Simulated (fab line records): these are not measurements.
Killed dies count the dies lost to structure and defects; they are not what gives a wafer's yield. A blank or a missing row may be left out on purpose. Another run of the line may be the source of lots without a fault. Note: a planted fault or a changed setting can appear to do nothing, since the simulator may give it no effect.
Matching of chambers :: flow sky130 :: 4 sister chambers for SKY_FIELD_ISO_CMP_27 on cmp-01
The step polishes, stops on Si3N4, t overpolish 16 s, target thk 457.8 nm. 16 wafers are shown with their chamber, then 8 later ones without.

EACH WAFER AND ITS CHAMBER
wafer: L488.1
chamber: 1
motor-current-A (A): 11.5
time-to-endpoint-s (s): 106
platen-rpm (rpm): 59.99

wafer: L488.2
chamber: 3
motor-current-A (A): 11.9
time-to-endpoint-s (s): 106
platen-rpm (rpm): 60.01

wafer: L488.5
chamber: 3
motor-current-A (A): 11.8
time-to-endpoint-s (s): 106
platen-rpm (rpm): 60.00

wafer: L490.1
chamber: 3
motor-current-A (A): 11.9
time-to-endpoint-s (s): 104
platen-rpm (rpm): 60.05

wafer: L490.2
chamber: 0
motor-current-A (A): 12.9
time-to-endpoint-s (s): 109
platen-rpm (rpm): 59.95

wafer: L490.5
chamber: 3
motor-current-A (A): 12.3
time-to-endpoint-s (s): 104
platen-rpm (rpm): 60.05

wafer: L493.2
chamber: 1
motor-current-A (A): 11.7
time-to-endpoint-s (s): 114
platen-rpm (rpm): 59.94

wafer: L493.3
chamber: 3
motor-current-A (A): 12.4
time-to-endpoint-s (s): 113
platen-rpm (rpm): 60.01

wafer: L493.4
chamber: 2
motor-current-A (A): 11.2
time-to-endpoint-s (s): 116
platen-rpm (rpm): 60.01

wafer: L494.2
chamber: 3
motor-current-A (A): 12.5
time-to-endpoint-s (s): 109
platen-rpm (rpm): 59.97

wafer: L494.3
chamber: 1
motor-current-A (A): 11.0
time-to-endpoint-s (s): 111
platen-rpm (rpm): 59.98

wafer: L494.6
chamber: 3
motor-current-A (A): 12.1
time-to-endpoint-s (s): 107
platen-rpm (rpm): 60.04

wafer: L502.1
chamber: 1
motor-current-A (A): 11.5
time-to-endpoint-s (s): 110
platen-rpm (rpm): 60.00

wafer: L502.2
chamber: 0
motor-current-A (A): 13.6
time-to-endpoint-s (s): 111
platen-rpm (rpm): 60.02

wafer: L502.5
chamber: 2
motor-current-A (A): 11.4
time-to-endpoint-s (s): 110
platen-rpm (rpm): 60.03

wafer: L505.1
chamber: 2
motor-current-A (A): 11.2
time-to-endpoint-s (s): 111
platen-rpm (rpm): 59.96

SIGNATURES, as means of the wafers listed above
reading: motor-current-A
chamber 0: 13.250
chamber 1: 11.425
chamber 2: 11.267
chamber 3: 12.129
scatter within a chamber: 0.288

reading: time-to-endpoint-s
chamber 0: 110.00
chamber 1: 110.25
chamber 2: 112.33
chamber 3: 107.00
scatter within a chamber: 3.1

reading: platen-rpm
chamber 0: 59.9850
chamber 1: 59.9775
chamber 2: 60.0000
chamber 3: 60.0186
scatter within a chamber: 0.0322
Rule: for a wafer and a chamber, the distance is found by dividing, reading by reading, the gap between the wafer's reading and the chamber's mean by the reading's scatter, squaring, summing and taking the root. The wafer belongs to the nearest chamber; if the next one is less than 2 further off, it can't be placed. The scatter: take each reading less its chamber's mean, square it, sum over the shown wafers, divide by the number of wafers less the number of chambers, and take the root.

WAFERS WITHOUT THEIR CHAMBER
wafer: L505.5
motor-current-A (A): 12.7
time-to-endpoint-s (s): 111
platen-rpm (rpm): 60.01

wafer: L505.6
motor-current-A (A): 12.3
time-to-endpoint-s (s): 110
platen-rpm (rpm): 59.98

wafer: L508.1
motor-current-A (A): 10.9
time-to-endpoint-s (s): 111
platen-rpm (rpm): 59.99

wafer: L508.3
motor-current-A (A): 11.0
time-to-endpoint-s (s): 114
platen-rpm (rpm): 60.03

wafer: L508.4
motor-current-A (A): 11.1
time-to-endpoint-s (s): 112
platen-rpm (rpm): 60.03

wafer: L509.2
motor-current-A (A): 14.3
time-to-endpoint-s (s): 114
platen-rpm (rpm): 59.99

wafer: L509.5
motor-current-A (A): 13.5
time-to-endpoint-s (s): 112
platen-rpm (rpm): 59.98

wafer: L509.6
motor-current-A (A): 12.2
time-to-endpoint-s (s): 111
platen-rpm (rpm): 60.02

WHICH CHAMBER EACH WENT THROUGH
wafer: L505.5
from the rows above: can't be placed: 0 or 3
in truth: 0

wafer: L505.6
from the rows above: can't be placed: 3 or 1 or 0
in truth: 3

wafer: L508.1
from the rows above: can't be placed: 2 or 1
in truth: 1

wafer: L508.3
from the rows above: can't be placed: 2 or 1
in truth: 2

wafer: L508.4
from the rows above: can't be placed: 2 or 1
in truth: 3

wafer: L509.2
from the rows above: 0
in truth: 0

wafer: L509.5
from the rows above: 0
in truth: 0

wafer: L509.6
from the rows above: can't be placed: 3 or 1
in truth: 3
Correct placement for 2 of the 8. From these rows, 6 cannot be placed; in 5 the true chamber is one of the candidates. Wrongly placed: 0.
